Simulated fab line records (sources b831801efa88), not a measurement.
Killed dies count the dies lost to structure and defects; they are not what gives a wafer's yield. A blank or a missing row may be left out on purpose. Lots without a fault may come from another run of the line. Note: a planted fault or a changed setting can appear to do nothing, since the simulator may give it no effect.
Matching of chambers	flow sky130	SKY_VIA3_ETCH_14 on rieDiel-04 has 4 sister chambers
The step etches BARC in N2/H2, stops on SiO2, time 45.9 s, target depth 60 nm. 8 wafers are shown with their chamber, then 10 later ones without.

EACH WAFER AND ITS CHAMBER
wafer	chamber	drypumpMotorCurrentA (A)	oesProductAu (a.u.)
L081.1	0	5.0	0.850
L081.3	2	5.6	0.852
L081.4	1	5.2	0.857
L091.4	1	5.2	0.850
L091.5	2	5.7	0.861
L091.6	3	5.4	0.851
L092.1	3	5.3	0.857
L092.4	0	5.0	0.855

WAFERS WITHOUT THEIR CHAMBER
wafer	drypumpMotorCurrentA (A)	oesProductAu (a.u.)
L092.6	5.3	0.860
L093.2	5.0	0.856
L093.3	5.2	0.852
L093.5	5.2	0.851
L094.1	5.4	0.859
L094.2	5.2	0.858
L094.5	5.0	0.857
L095.1	5.6	0.854
L095.2	5.4	0.852
L095.5	5.0	0.859

WHICH CHAMBER EACH ONE RAN IN
wafer	from the rows above	in truth
L092.6	can't be placed: 3 or 1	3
L093.2	0	0
L093.3	1	1
L093.5	1	1
L094.1	3	3
L094.2	1	1
L094.5	0	0
L095.1	2	2
L095.2	3	3
L095.5	0	0
Correctly placed: 9 of 10. Can't be placed from these rows: 1 (the true chamber is among the candidates in 1). Number placed wrongly: 0.
How it was worked out, from the rows above alone: a wafer's distance from a chamber is the root of the sum, over the readings, of the square of ((its reading less the chamber's mean) divided by the reading's scatter). The wafer belongs to the nearest chamber; if the next one is less than 2 further off, it can't be placed. A chamber's mean is the mean of its shown wafers. The scatter: the root of (the sum of the squares of (reading less its chamber's mean) over the shown wafers, divided by (wafers less chambers)).
